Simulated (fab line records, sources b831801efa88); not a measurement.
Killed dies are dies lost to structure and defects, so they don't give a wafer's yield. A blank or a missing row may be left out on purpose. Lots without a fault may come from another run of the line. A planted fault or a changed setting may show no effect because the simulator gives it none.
fab line records | flow gf180mcu | part 1 of 2: steps 1 to 28 of 36
record lots=5 wafers=15 last_day=33
route steps=602 shown HV_LDD@197
lots that met no fault: from a run of the same line without faults
start_h: hours from the record's first day to the start of the lot's first wafer shown | wait_h: hours since the lot's step before | " the same as in the row above | L1.1+2: a row that stands for several wafers | - no value, or no start given | * or withheld: withheld | < > ~ a bound
route shown NAME@n: a module of which the file shows steps, and the number in the route of the first | usual: mean/standard deviation of fault-free wafers | same: alike in all rows | chamber/n: place in a boat | sites: the reading at each site | _std_site: their standard deviation | _edge_site: outer sites' mean less inner sites' | radius_mm: how far each site lies from the wafer's centre | mask NAME#n: copy n | behind: the tool/chamber that last shaped the wafer | hold: why the lot was held/for how many hours/how that ended | device: the transistor (n, p or np) that didn't switch | end of line: the same wafers' tests at the end of the route | a step without rows: its recipe alone | killed: dies lost to structure and defects at the first sort, not the wafer's yield | map: a wafer's dies, x killed, . not, _ none there
set.NAME: the setting as run; set.NAME@STEP: as run at that earlier step | model.NAME: the simulator's own value behind a step, which no gauge read
lots at some steps of the route; a table a step, a row a wafer
services: from which hour (start_h, from the record's first day; less than 0 if before it) a tool's chamber was out of use, for how many hours, and why
## steps
# step GF_HV_LDD_IMPLANT_21
# recipe species=BF2 energy_kev=25 dose_cm2=5e+13 tilt_deg=7
# columns lot.wafer tool chamber start_h wait_h
L077.2+5+6 implanter-01 0 254.31 0.0
L080.2+3+4 implanter-01 0 279.02 0.0
L087.2+5+6 implanter-01 0 333.36 0.0
L090.1+3+6 implanter-04 0 353.23 0.0
L093.3+5+6 implanter-04 0 380.58 0.1
# step GF_HV_LDD_STRIP_22
# recipe chemistry=O2/N2 power_w=1400 pressure_mtorr=1500 platen_temp_c=250 o2_flow_sccm=3000 n2_flow_sccm=300 overash_fraction=0.5
# usual chamber_pressure_mTorr=1500.0/1.4 drypump_motor_current_A=5.7/0.48 heater_power_w=335/47 oes_product_au=0.716/0.0048 strip_time_to_endpoint_s=12.62/0.034
# columns lot.wafer tool chamber start_h wait_h chamber_pressure_mTorr drypump_motor_current_A heater_power_w oes_product_au rf_hours_counter_h strip_time_to_endpoint_s
L077.2 plasma_asher-03 1 254.43 0.1 1498.9 4.8 331 0.729 10 12.57
L077.5 " 0 " " 1500.5 5.7 301 0.722 - 12.55
L077.6 " 1 " " 1501.1 4.8 328 0.714 - 12.63
L080.2 plasma_asher-02 1 279.15 0.1 1500.7 6.3 416 0.723 69 12.60
L080.3 " 1 " " 1500.5 6.2 417 0.717 - 12.64
L080.4 " 0 " " 1496.6 5.4 311 0.711 - 12.66
L087.2 plasma_asher-04 0 333.48 0.1 1499.8 5.9 272 0.710 55 12.63
L087.5 " 1 " " 1499.1 6.0 374 0.715 - 12.65
L087.6 " 0 " " 1498.8 5.9 278 0.710 - 12.61
L090.1 plasma_asher-02 1 353.38 0.1 1500.0 6.2 402 0.716 77 12.65
L090.3 " 0 " " 1500.5 5.3 303 0.715 - 12.64
L090.6 " 0 " " 1499.1 5.3 309 0.717 - 12.63
L093.3 plasma_asher-03 0 380.71 0.1 1499.6 5.7 306 0.719 - 12.68
L093.5 " 0 " " 1498.0 5.7 311 0.722 - 12.69
L093.6 " 1 " " 1503.2 4.9 323 0.721 - 12.63
# step GF_HV_LDD_TW_MEAS_23
# usual HV_LDD_2_TW=1051/12
# columns lot.wafer tool chamber start_h wait_h HV_LDD_2_TW
L077.2 film_metro-01 - 254.54 0.1 1067
L077.5 " - " " 1069
L077.6 " - " " 1070
L080.2 film_metro-04 - 279.26 0.1 1039
L080.3 " - " " 1038
L080.4 " - " " 1040
L087.2 film_metro-03 - 333.59 0.1 1047
L087.5 " - " " 1048
L087.6 " - " " 1049
L090.1 film_metro-04 - 353.48 0.1 1054
L090.3 " - " " 1051
L090.6 " - " " 1051
L093.3 film_metro-03 - 380.80 0.1 1038
L093.5 " - " " 1044
L093.6 " - " " 1043
# step GF_HV_LDD_DEHYDRATE_24
# recipe temp_c=200 time_s=60
# usual exhaust_pa=45.1/0.9
# columns lot.wafer tool chamber start_h wait_h exhaust_pa
L077.2 litho_track-04 0 263.57 9.0 44.8
L077.5 " 0 " " 44.5
L077.6 " 0 " " 44.3
L080.2 litho_track-04 0 287.82 8.5 44.3
L080.3 " 0 " " 44.4
L080.4 " 0 " " 45.0
L087.2 litho_track-04 0 343.71 10.1 44.2
L087.5 " 0 " " 45.6
L087.6 " 0 " " 45.0
L090.1 litho_track-03 0 363.72 10.2 45.2
L090.3 " 0 " " 44.9
L090.6 " 0 " " 44.6
L093.3 litho_track-02 0 391.68 10.9 46.5
L093.5 " 0 " " 43.6
L093.6 " 0 " " 44.9
# step GF_HV_LDD_HMDS_25
# recipe prime_time_s=60 prime_temp_c=120
# usual exhaust_pa=44.8/0.92
# columns lot.wafer tool chamber start_h wait_h exhaust_pa
L077.2 litho_track-04 0 263.72 0.1 45.8
L077.5 " 0 " " 46.0
L077.6 " 0 " " 44.2
L080.2 litho_track-04 0 287.97 0.1 42.9
L080.3 " 0 " " 43.4
L080.4 " 0 " " 44.2
L087.2 litho_track-04 0 343.86 0.1 44.7
L087.5 " 0 " " 45.6
L087.6 " 0 " " 45.1
L090.1 litho_track-03 0 363.87 0.1 45.0
L090.3 " 0 " " 45.6
L090.6 " 0 " " 44.2
L093.3 litho_track-02 0 391.83 0.1 45.5
L093.5 " 0 " " 44.9
L093.6 " 0 " " 44.7
# step GF_HV_LDD_COAT_26
# recipe resist=NOVOLAK spin_rpm=3000 resist_thk_nm=1000
# usual dispense_pressure_kPa=52.6/1.2 exhaust_pa=45.0/1
# columns lot.wafer tool chamber start_h wait_h dispense_pressure_kPa exhaust_pa
L077.2 litho_track-04 0 263.87 0.1 54.3 44.3
L077.5 " 0 " " 54.3 43.6
L077.6 " 0 " " 54.3 43.3
L080.2 litho_track-04 0 288.12 0.1 54.3 46.5
L080.3 " 0 " " 54.3 46.2
L080.4 " 0 " " 54.3 44.6
L087.2 litho_track-04 0 344.01 0.1 54.3 44.0
L087.5 " 0 " " 54.3 45.5
L087.6 " 0 " " 54.2 43.9
L090.1 litho_track-03 0 364.02 0.1 52.2 45.8
L090.3 " 0 " " 52.2 45.4
L090.6 " 0 " " 52.2 43.6
L093.3 litho_track-02 0 391.98 0.1 51.4 46.5
L093.5 " 0 " " 51.4 46.5
L093.6 " 0 " " 51.4 45.4
# step GF_HV_LDD_SOFTBAKE_27
# recipe temp_c=90 time_s=60 resist=NOVOLAK
# usual exhaust_pa=45.0/0.9
# columns lot.wafer tool chamber start_h wait_h exhaust_pa
L077.2 litho_track-04 0 264.02 0.1 44.1
L077.5 " 0 " " 45.2
L077.6 " 0 " " 45.6
L080.2 litho_track-04 0 288.27 0.1 44.3
L080.3 " 0 " " 44.3
L080.4 " 0 " " 44.9
L087.2 litho_track-04 0 344.16 0.1 44.5
L087.5 " 0 " " 45.2
L087.6 " 0 " " 45.0
L090.1 litho_track-03 0 364.17 0.1 44.9
L090.3 " 0 " " 45.8
L090.6 " 0 " " 45.5
L093.3 litho_track-02 0 392.13 0.1 44.8
L093.5 " 0 " " 44.7
L093.6 " 0 " " 45.4
# step GF_HV_LDD_EXPOSE_28
# recipe mask_id=Nplus_HV_AREA target_cd_nm=400 na=0.6 source_shape=conventional sigma_outer=0.6 dose_mj=140
# columns lot.wafer tool chamber start_h wait_h mask
L077.2+5+6 iline_stepper-01 0 - - Nplus_HV_AREA#0
L080.2+3+4 iline_stepper-01 0 - - Nplus_HV_AREA#0
L087.2+5+6 iline_stepper-01 0 - - Nplus_HV_AREA#0
L090.1+3+6 iline_stepper-01 0 - - Nplus_HV_AREA#0
L093.3+5+6 iline_stepper-01 0 - - Nplus_HV_AREA#0
# step GF_HV_LDD_PEB_29
# recipe temp_c=withheld time_s=* resist=NOVOLAK
# usual exhaust_pa=45.2/0.93
# columns lot.wafer tool chamber start_h wait_h exhaust_pa
L077.2 litho_track-03 0 - - 45.1
L077.5 " 0 " " 43.2
L077.6 " 0 " " 44.8
L080.2 litho_track-04 0 - - 46.6
L080.3 " 0 " " 46.7
L080.4 " 0 " " 44.6
L087.2 litho_track-02 0 - - 45.9
L087.5 " 0 " " 44.2
L087.6 " 0 " " 45.9
L090.1 litho_track-02 0 - - 43.9
L090.3 " 0 " " 44.6
L090.6 " 0 " " 44.8
L093.3 litho_track-04 0 - - 46.1
L093.5 " 0 " " 45.1
L093.6 " 0 " " 45.7
# step GF_HV_LDD_DEVELOP_30
# recipe develop_time_s=60 dev_temp_c=23
# usual exhaust_pa=45.0/0.87
# columns lot.wafer tool chamber start_h wait_h exhaust_pa
L077.2 litho_track-03 0 273.65 0.1 44.9
L077.5 " 0 " " 43.6
L077.6 " 0 " " 43.4
L080.2 litho_track-04 0 298.22 0.1 44.2
L080.3 " 0 " " 45.2
L080.4 " 0 " " 45.2
L087.2 litho_track-02 0 354.55 0.1 44.0
L087.5 " 0 " " 45.3
L087.6 " 0 " " 46.5
L090.1 litho_track-02 0 375.68 0.1 44.3
L090.3 " 0 " " 42.7
L090.6 " 0 " " 44.2
L093.3 litho_track-04 0 403.69 0.1 45.7
L093.5 " 0 " " 44.3
L093.6 " 0 " " 44.6
# step GF_HV_LDD_CD_MEAS_31
# recipe target_cd_nm=400
# usual cd_nm=399.9/1.9
# columns lot.wafer tool chamber start_h wait_h cd_nm
L077.2 cd_sem-02 - 273.80 0.1 400.1
L077.5 " - " " 400.5
L077.6 " - " " 398.9
L080.2 cd_sem-02 - 298.36 0.1 398.4
L080.3 " - " " 400.9
L080.4 " - " " 399.5
L087.2 cd_sem-01 - 354.70 0.1 398.5
L087.5 " - " " 397.5
L087.6 " - " " 397.5
L090.1 cd_sem-02 - 375.83 0.1 397.0
L090.3 " - " " 399.4
L090.6 " - " " 400.1
L093.3 cd_sem-01 - 403.83 0.1 399.2
L093.5 " - " " 398.3
L093.6 " - " " 396.6
# step GF_HV_LDD_OVL_MEAS_32
# usual HV_LDD_02_OVL=1.2/1.5
# columns lot.wafer tool chamber start_h wait_h HV_LDD_02_OVL[nm]
L077.2 overlay-02 - 273.90 0.1 3.3
L077.5 " - " " 1.4
L077.6 " - " " 2.0
L080.2 overlay-01 - 298.47 0.1 -0.1
L080.3 " - " " 2.2
L080.4 " - " " 0.3
L087.2 overlay-01 - 354.80 0.1 2.7
L087.5 " - " " 3.2
L087.6 " - " " 2.6
L090.1 overlay-01 - 375.95 0.1 1.1
L090.3 " - " " 2.4
L090.6 " - " " 1.5
L093.3 overlay-01 - 403.92 0.1 2.1
L093.5 " - " " 4.0
L093.6 " - " " 3.3
# step GF_HV_LDD_IMPLANT_33
# recipe species=P energy_kev=60 dose_cm2=7.5e+12 tilt_deg=30 rotation_deg=0
# columns lot.wafer tool chamber start_h wait_h
L077.2+5+6 implanter-03 0 273.96 0.0
L080.2+3+4 implanter-01 0 298.52 0.0
L087.2+5+6 implanter-03 0 354.86 0.0
L090.1+3+6 implanter-03 0 375.98 0.0
L093.3+5+6 implanter-04 0 403.99 0.1
# step GF_HV_LDD_IMPLANT_34
# recipe species=P energy_kev=60 dose_cm2=7.5e+12 tilt_deg=30 rotation_deg=90
# columns lot.wafer tool chamber start_h wait_h
L077.2+5+6 implanter-03 0 274.11 0.1
L080.2+3+4 implanter-01 0 298.67 0.1
L087.2+5+6 implanter-03 0 355.01 0.1
L090.1+3+6 implanter-03 0 376.13 0.1
L093.3+5+6 implanter-04 0 404.14 0.1
# step GF_HV_LDD_IMPLANT_35
# recipe species=P energy_kev=60 dose_cm2=7.5e+12 tilt_deg=30 rotation_deg=180
# columns lot.wafer tool chamber start_h wait_h
L077.2+5+6 implanter-03 0 274.26 0.1
L080.2+3+4 implanter-01 0 298.82 0.1
L087.2+5+6 implanter-03 0 355.16 0.1
L090.1+3+6 implanter-03 0 376.28 0.1
L093.3+5+6 implanter-04 0 404.29 0.1
# step GF_HV_LDD_IMPLANT_36
# recipe species=P energy_kev=60 dose_cm2=7.5e+12 tilt_deg=30 rotation_deg=270
# columns lot.wafer tool chamber start_h wait_h
L077.2+5+6 implanter-03 0 274.41 0.1
L080.2+3+4 implanter-01 0 298.97 0.1
L087.2+5+6 implanter-03 0 355.31 0.1
L090.1+3+6 implanter-03 0 376.43 0.1
L093.3+5+6 implanter-04 0 404.44 0.1
# step GF_HV_LDD_STRIP_37
# recipe chemistry=O2/N2 power_w=1400 pressure_mtorr=1500 platen_temp_c=250 o2_flow_sccm=3000 n2_flow_sccm=300 overash_fraction=0.5
# usual chamber_pressure_mTorr=1500.2/1.4 drypump_motor_current_A=5.7/0.49 heater_power_w=338/48 oes_product_au=0.716/0.0044 strip_time_to_endpoint_s=12.64/0.04
# columns lot.wafer tool chamber start_h wait_h chamber_pressure_mTorr drypump_motor_current_A heater_power_w oes_product_au rf_hours_counter_h strip_time_to_endpoint_s
L077.2 plasma_asher-04 0 274.53 0.1 1498.8 5.9 279 0.718 49 12.71
L077.5 " 0 " " 1499.3 5.9 282 0.709 - 12.66
L077.6 " 1 " " 1499.1 6.1 392 0.721 - 12.66
L080.2 plasma_asher-03 1 299.10 0.1 1500.2 4.9 322 0.708 15 12.62
L080.3 " 0 " " 1501.8 5.7 309 0.702 - 12.66
L080.4 " 1 " " 1500.1 4.8 323 0.715 - 12.64
L087.2 plasma_asher-04 1 355.43 0.1 1497.6 6.0 386 0.714 57 12.62
L087.5 " 0 " " 1501.9 6.0 278 0.717 - 12.57
L087.6 " 1 " " 1498.9 6.1 395 0.712 - 12.60
L090.1 plasma_asher-02 0 376.58 0.1 1500.3 5.3 316 0.721 79 12.65
L090.3 " 1 " " 1502.9 6.3 403 0.722 - 12.63
L090.6 " 1 " " 1500.0 6.2 407 0.715 - 12.62
L093.3 plasma_asher-03 0 404.58 0.1 1500.5 5.7 309 0.714 - 12.73
L093.5 " 0 " " 1503.0 5.7 309 0.719 - 12.68
L093.6 " 1 " " 1500.2 4.8 331 0.711 - 12.73
# step GF_HV_LDD_TW_MEAS_38
# usual HV_LDD_3_TW=1427/15
# columns lot.wafer tool chamber start_h wait_h HV_LDD_3_TW
L077.2 film_metro-01 - 274.67 0.1 1449
L077.5 " - " " 1454
L077.6 " - " " 1441
L080.2 film_metro-03 - 299.21 0.1 1407
L080.3 " - " " 1410
L080.4 " - " " 1414
L087.2 film_metro-04 - 355.54 0.1 1434
L087.5 " - " " 1424
L087.6 " - " " 1428
L090.1 film_metro-03 - 376.68 0.1 1421
L090.3 " - " " 1424
L090.6 " - " " 1421
L093.3 film_metro-03 - 404.66 0.1 1419
L093.5 " - " " 1410
L093.6 " - " " 1405
# step GF_HV_LDD_DEHYDRATE_39
# recipe temp_c=200 time_s=60
# usual exhaust_pa=44.8/0.93
# columns lot.wafer tool chamber start_h wait_h exhaust_pa
L077.2 litho_track-04 0 284.07 9.4 45.1
L077.5 " 0 " " 44.0
L077.6 " 0 " " 45.1
L080.2 litho_track-02 0 308.65 9.4 43.7
L080.3 " 0 " " 44.7
L080.4 " 0 " " 44.0
L087.2 litho_track-04 0 366.16 10.6 43.5
L087.5 " 0 " " 46.0
L087.6 " 0 " " 45.2
L090.1 litho_track-02 0 387.63 10.9 43.1
L090.3 " 0 " " 42.5
L090.6 " 0 " " 43.9
L093.3 litho_track-03 0 415.92 11.2 44.5
L093.5 " 0 " " 45.2
L093.6 " 0 " " 45.2
# step GF_HV_LDD_HMDS_40
# recipe prime_time_s=60 prime_temp_c=120
# usual exhaust_pa=45.0/0.82
# columns lot.wafer tool chamber start_h wait_h exhaust_pa
L077.2 litho_track-04 0 284.22 0.1 46.4
L077.5 " 0 " " 45.7
L077.6 " 0 " " 46.0
L080.2 litho_track-02 0 308.80 0.1 44.9
L080.3 " 0 " " 45.1
L080.4 " 0 " " 44.2
L087.2 litho_track-04 0 366.31 0.1 44.8
L087.5 " 0 " " 43.6
L087.6 " 0 " " 44.5
L090.1 litho_track-02 0 387.78 0.1 44.7
L090.3 " 0 " " 43.5
L090.6 " 0 " " 44.9
L093.3 litho_track-03 0 416.07 0.1 45.5
L093.5 " 0 " " 45.1
L093.6 " 0 " " 45.7
# step GF_HV_LDD_COAT_41
# recipe resist=NOVOLAK spin_rpm=3000 resist_thk_nm=1000
# usual dispense_pressure_kPa=52.4/1.1 exhaust_pa=44.7/0.86
# columns lot.wafer tool chamber start_h wait_h dispense_pressure_kPa exhaust_pa
L077.2 litho_track-04 0 284.37 0.1 54.3 43.4
L077.5 " 0 " " 54.3 45.5
L077.6 " 0 " " 54.3 44.8
L080.2 litho_track-02 0 308.95 0.1 51.3 44.3
L080.3 " 0 " " 51.3 44.4
L080.4 " 0 " " 51.4 45.6
L087.2 litho_track-04 0 366.46 0.1 54.2 45.1
L087.5 " 0 " " 54.2 45.6
L087.6 " 0 " " 54.2 45.2
L090.1 litho_track-02 0 387.93 0.1 51.4 43.6
L090.3 " 0 " " 51.4 44.3
L090.6 " 0 " " 51.4 44.5
L093.3 litho_track-03 0 416.22 0.1 52.2 45.6
L093.5 " 0 " " 52.2 44.0
L093.6 " 0 " " 52.2 43.9
# step GF_HV_LDD_SOFTBAKE_42
# recipe temp_c=90 time_s=60 resist=NOVOLAK
# usual exhaust_pa=45.1/0.89
# columns lot.wafer tool chamber start_h wait_h exhaust_pa
L077.2 litho_track-04 0 284.52 0.1 45.7
L077.5 " 0 " " 43.4
L077.6 " 0 " " 45.9
L080.2 litho_track-02 0 309.10 0.1 44.8
L080.3 " 0 " " 44.3
L080.4 " 0 " " 45.1
L087.2 litho_track-04 0 366.61 0.1 44.9
L087.5 " 0 " " 46.0
L087.6 " 0 " " 45.2
L090.1 litho_track-02 0 388.08 0.1 45.4
L090.3 " 0 " " 45.7
L090.6 " 0 " " 45.5
L093.3 litho_track-03 0 416.37 0.1 45.8
L093.5 " 0 " " 45.7
L093.6 " 0 " " 45.4
# step GF_HV_LDD_EXPOSE_43
# recipe mask_id=Pplus_HV_AREA target_cd_nm=400 na=0.6 source_shape=conventional sigma_outer=0.6 dose_mj=140
# columns lot.wafer tool chamber start_h wait_h mask
L077.2+5+6 iline_stepper-02 0 - - Pplus_HV_AREA#0
L080.2+3+4 iline_stepper-01 0 - - Pplus_HV_AREA#0
L087.2+5+6 iline_stepper-01 0 - - Pplus_HV_AREA#0
L090.1+3+6 iline_stepper-02 0 - - Pplus_HV_AREA#0
L093.3+5+6 iline_stepper-02 0 - - Pplus_HV_AREA#0
# step GF_HV_LDD_PEB_44
# recipe temp_c=withheld time_s=* resist=NOVOLAK
# usual exhaust_pa=44.9/0.85
# columns lot.wafer tool chamber start_h wait_h exhaust_pa
L077.2 litho_track-03 0 - - 45.4
L077.5 " 0 " " 44.9
L077.6 " 0 " " 44.7
L080.2 litho_track-02 0 - - 45.4
L080.3 " 0 " " 45.0
L080.4 " 0 " " 45.6
L087.2 litho_track-04 0 - - 46.4
L087.5 " 0 " " 45.2
L087.6 " 0 " " 46.2
L090.1 litho_track-04 0 - - 44.3
L090.3 " 0 " " 43.3
L090.6 " 0 " " 43.0
L093.3 litho_track-04 0 - - 44.4
L093.5 " 0 " " 44.5
L093.6 " 0 " " 45.3
# step GF_HV_LDD_DEVELOP_45
# recipe develop_time_s=60 dev_temp_c=23
# usual exhaust_pa=45.2/0.96
# columns lot.wafer tool chamber start_h wait_h exhaust_pa
L077.2 litho_track-03 0 294.65 0.1 43.9
L077.5 " 0 " " 44.2
L077.6 " 0 " " 45.3
L080.2 litho_track-02 0 319.50 0.1 45.2
L080.3 " 0 " " 45.3
L080.4 " 0 " " 45.5
L087.2 litho_track-04 0 377.61 0.1 45.4
L087.5 " 0 " " 46.0
L087.6 " 0 " " 46.0
L090.1 litho_track-04 0 399.64 0.1 43.9
L090.3 " 0 " " 45.3
L090.6 " 0 " " 45.2
L093.3 litho_track-04 0 428.04 0.1 44.5
L093.5 " 0 " " 44.1
L093.6 " 0 " " 43.5
# step GF_HV_LDD_CD_MEAS_46
# recipe target_cd_nm=400
# usual cd_nm=399.6/2
# columns lot.wafer tool chamber start_h wait_h cd_nm
L077.2 cd_sem-01 - 294.80 0.1 399.6
L077.5 " - " " 400.5
L077.6 " - " " 400.5
L080.2 cd_sem-01 - 319.65 0.1 397.9
L080.3 " - " " 397.2
L080.4 " - " " 398.2
L087.2 cd_sem-02 - 377.76 0.1 399.3
L087.5 " - " " 400.4
L087.6 " - " " 399.7
L090.1 cd_sem-02 - 399.79 0.1 397.9
L090.3 " - " " 396.1
L090.6 " - " " 397.9
L093.3 cd_sem-01 - 428.18 0.1 401.8
L093.5 " - " " 401.5
L093.6 " - " " 402.4
# step GF_HV_LDD_OVL_MEAS_47
# usual HV_LDD_03_OVL=-0.2/1.4
# columns lot.wafer tool chamber start_h wait_h HV_LDD_03_OVL[nm]
L077.2 overlay-02 - 294.90 0.1 0.5
L077.5 " - " " -2.3
L077.6 " - " " -0.4
L080.2 overlay-02 - 319.75 0.1 -0.3
L080.3 " - " " -0.1
L080.4 " - " " 2.4
L087.2 overlay-01 - 377.86 0.1 2.1
L087.5 " - " " 0.7
L087.6 " - " " 3.7
L090.1 overlay-02 - 399.91 0.1 -0.2
L090.3 " - " " 1.2
L090.6 " - " " 1.5
L093.3 overlay-02 - 428.27 0.1 -0.6
L093.5 " - " " -0.8
L093.6 " - " " -0.2
# step GF_HV_LDD_IMPLANT_48
# recipe species=B energy_kev=25 dose_cm2=3e+13 tilt_deg=7
# columns lot.wafer tool chamber start_h wait_h
L077.2+5+6 implanter-04 0 294.96 0.0
L080.2+3+4 implanter-01 0 319.81 0.0
L087.2+5+6 implanter-04 0 377.92 0.0
L090.1+3+6 implanter-04 0 399.94 0.0
L093.3+5+6 implanter-01 0 428.34 0.1
